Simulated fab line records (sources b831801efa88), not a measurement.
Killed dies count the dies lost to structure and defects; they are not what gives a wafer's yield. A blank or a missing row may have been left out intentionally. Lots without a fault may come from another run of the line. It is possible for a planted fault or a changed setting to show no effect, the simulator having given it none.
One fault seen from 2 desks | flow gf180mcu | each desk holds nothing but its own numbers, with what lay behind them at the end

## FOR THE TOOL OWNER'S DESK: rie_si-02
The tool's own readings at GF_POLY_GATE_ETCH_13 (etches poly-Si in HBr/Cl2, stops on SiO2, target depth 198.5 nm, time 69.6 s): means of the sampled wafers that have a number, for each lot that ran on this tool. If a lot's mean is further than 4 standard deviations from the usual mean, the lot is out of limits and carries the mark OUT (the distance appears in the brackets).
Columns: A = drypump_motor_current_A at GF_POLY_GATE_ETCH_13, usual 5.7 A; B = oes_product_au at GF_POLY_GATE_ETCH_13, usual 0.989 a.u.; C = run_length_s at GF_POLY_GATE_ETCH_13, usual 98.1 s; D = throttle_valve_pct at GF_POLY_GATE_ETCH_13, usual 33.685 %
lot  | first seen here | A   | B               | C               | D
L971 | day 10 00:58    | 5.3 | 0.986           | 97.6            | 33.690
L975 | day 11 08:48    | 5.9 | 0.986           | 98.3            | 33.679
L979 | day 12 15:31    | 5.6 | 0.895 (-13) OUT | 110.3 (+24) OUT | 33.685
L980 | day 12 22:05    | 6.2 | 0.892 (-14) OUT | 111.0 (+26) OUT | 33.681
L989 | day 15 14:29    | 5.5 | 0.995           | 97.6            | 33.688
L990 | day 15 20:44    | 5.5 | 0.979           | 97.8            | 33.682
This desk's finding: out of limits on L979, L980; first on L979, day 12 15:31 (oes_product_au at GF_POLY_GATE_ETCH_13). In limits: L971, L975, L989, L990.

## AT THE METROLOGY DESK
Means of the sampled wafers that have a number, per lot and without regard to the tool the lot ran on: this is what the gauges read. If a lot's mean is further than 4 standard deviations from the usual mean, the lot is out of limits and carries the mark OUT (the distance appears in the brackets).
Columns: A = STI_OXIDATION_01_THK at GF_STI_THK_MEAS_22, usual 15.00 nm; B = HV_LDD_OVL at GF_HV_LDD_OVL_MEAS_08, usual -1.1 nm
lot  | first seen here | A     | B
L968 | day 2 02:28     | 15.12 | -1.3
L969 | day 2 08:38     | 15.24 | -1.7
L971 | day 2 18:26     | 14.90 | 1.1
L973 | day 3 06:21     | 14.61 | -2.5
L975 | day 3 16:26     | 15.04 | -2.5
L978 | day 4 07:04     | 15.19 | 1.0
L979 | day 4 12:06     | 15.19 | -1.0
L980 | day 4 18:25     | 14.89 | -0.3
L987 | day 6 05:46     | 14.91 | -2.1
L988 | day 6 12:11     | 15.02 | 0.2
L989 | day 6 17:38     | 14.97 | -2.6
L990 | day 6 21:26     | 14.42 | -0.4
L991 | day 7 02:25     | 14.99 | -0.1
This desk found nothing out of limits on any of the 13 lots.

## TAKEN TOGETHER
On L979, L980, at day 12 15:31, an alarm was possible from the tool owner's desk.
The metrology desk saw nothing out of limits.
The metrology desk has L979, L980 on record, within its limits.
The lots listed all ran GF_POLY_GATE_ETCH_13 on rie_si-02.

## WHAT THE SIMULATOR PUT IN
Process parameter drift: rie_si-02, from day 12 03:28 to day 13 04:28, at GF_POLY_GATE_ETCH_13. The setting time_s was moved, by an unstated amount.
Shown lots that were struck: L979, L980.
How many hours passed from the start of the fault until each desk's first out-of-limits reading: the tool owner's desk, 12.
